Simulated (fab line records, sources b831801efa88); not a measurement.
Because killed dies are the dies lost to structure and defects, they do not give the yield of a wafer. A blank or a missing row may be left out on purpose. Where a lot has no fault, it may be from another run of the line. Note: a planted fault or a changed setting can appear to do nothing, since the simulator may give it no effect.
Check of tool commonality -- flow gf180mcu -- 36 wafers sampled across 12 lots

== REASON FOR OPENING ==
GF_HV_LDD_TW_MEAS_38, reading HV_LDD_3_TW: flagged on 1 of 12 lots. Fault-free wafers read 1434, with a standard deviation of 15.
Rule: a lot gets a flag if all its wafers with a number sit over 4 standard deviations from that mean, or if no wafer of it has a number. The other lots count as sound.

lot,measured,on,"HV_LDD_3_TW, wafer by wafer",flag
L529,day 11 19:51,filmMetro-01,1443 1441 1442,
L528,day 11 20:26,filmMetro-04,1412 1415 1415,
L531,day 12 16:23,filmMetro-04,1419 1406 1415,
L535,day 13 18:55,filmMetro-04,1412 1411 1419,
L536,day 14 01:31,filmMetro-04,1424 1421 1427,
L537,day 14 09:25,filmMetro-01,1430 1422 1434,
L538,day 14 16:52,filmMetro-04,1430 1425 1424,
L540,day 15 06:31,filmMetro-04,30 30 30,FLAGGED
L544,day 16 18:06,filmMetro-01,1436 1452 1442,
L549,day 18 11:00,filmMetro-01,1439 1438 1434,
L550,day 18 17:15,filmMetro-01,1452 1439 1447,
L551,day 19 02:56,filmMetro-04,1418 1412 1422,
The mean of the flagged lots' numbers is 30, -1404 from the usual (-94 standard deviations).

== WHICH TOOL EACH LOT WENT THROUGH ==
The record keeps 1 process step preceding the reading, out of 602 steps on the route. Each cell gives the tool, then ch followed by the chambers the sampled wafers passed through, then the start.
lot,flag,GF_HV_LDD_EXPOSE_28
L529,,"ilineStepper-01 ch 0, day 11 09:22"
L528,,"ilineStepper-01 ch 0, day 11 09:55"
L531,,"ilineStepper-02 ch 0, day 12 05:34"
L535,,"ilineStepper-01 ch 0, day 13 08:25"
L536,,"ilineStepper-01 ch 0, day 13 15:32"
L537,,"ilineStepper-01 ch 0, day 13 22:07"
L538,,"ilineStepper-01 ch 0, day 14 05:58"
L540,FLAGGED,"ilineStepper-01 ch 0, day 14 18:49"
L544,,"ilineStepper-02 ch 0, day 16 06:11"
L549,,"ilineStepper-01 ch 0, day 17 22:09"
L550,,"ilineStepper-02 ch 0, day 18 04:18"
L551,,"ilineStepper-02 ch 0, day 18 14:30"
What is done by these steps:
- GF_HV_LDD_EXPOSE_28: exposes mask Nplus HV AREA, target cd 400 nm.
- GF_HV_LDD_TW_MEAS_38

== FLAGGED AGAINST TOTAL, ONE TOOL AT A TIME (gauges that did the reading follow at the end) ==
step,tool,lots run,flagged,share of the flagged lots,sound lots run after its first flagged lot
GF_HV_LDD_EXPOSE_28,ilineStepper-01,8,1,all,1 (L549)
GF_HV_LDD_EXPOSE_28,ilineStepper-02,4,0,none,-
GF_HV_LDD_TW_MEAS_38,filmMetro-01,5,0,none,-
GF_HV_LDD_TW_MEAS_38,filmMetro-04,7,1,all,1 (L551)

== WHAT THE TABLE PERMITS ==
Table rows that saw every flagged lot: 2, namely ilineStepper-01 at GF_HV_LDD_EXPOSE_28 and filmMetro-04 at GF_HV_LDD_TW_MEAS_38.
- ilineStepper-01 at GF_HV_LDD_EXPOSE_28 ran 8 lots, 1 of them flagged. Sound lots ran on it after the first flagged one (L549), which a lasting fault on the whole tool wouldn't allow.
- filmMetro-04 at GF_HV_LDD_TW_MEAS_38 ran 7 lots, 1 of them flagged. Sound lots ran on it after the first flagged one (L551), which a lasting fault on the whole tool wouldn't allow.
No row of the table ran every flagged lot and no sound lot after the first.

== WHAT THE SIMULATOR HAD PUT IN ==
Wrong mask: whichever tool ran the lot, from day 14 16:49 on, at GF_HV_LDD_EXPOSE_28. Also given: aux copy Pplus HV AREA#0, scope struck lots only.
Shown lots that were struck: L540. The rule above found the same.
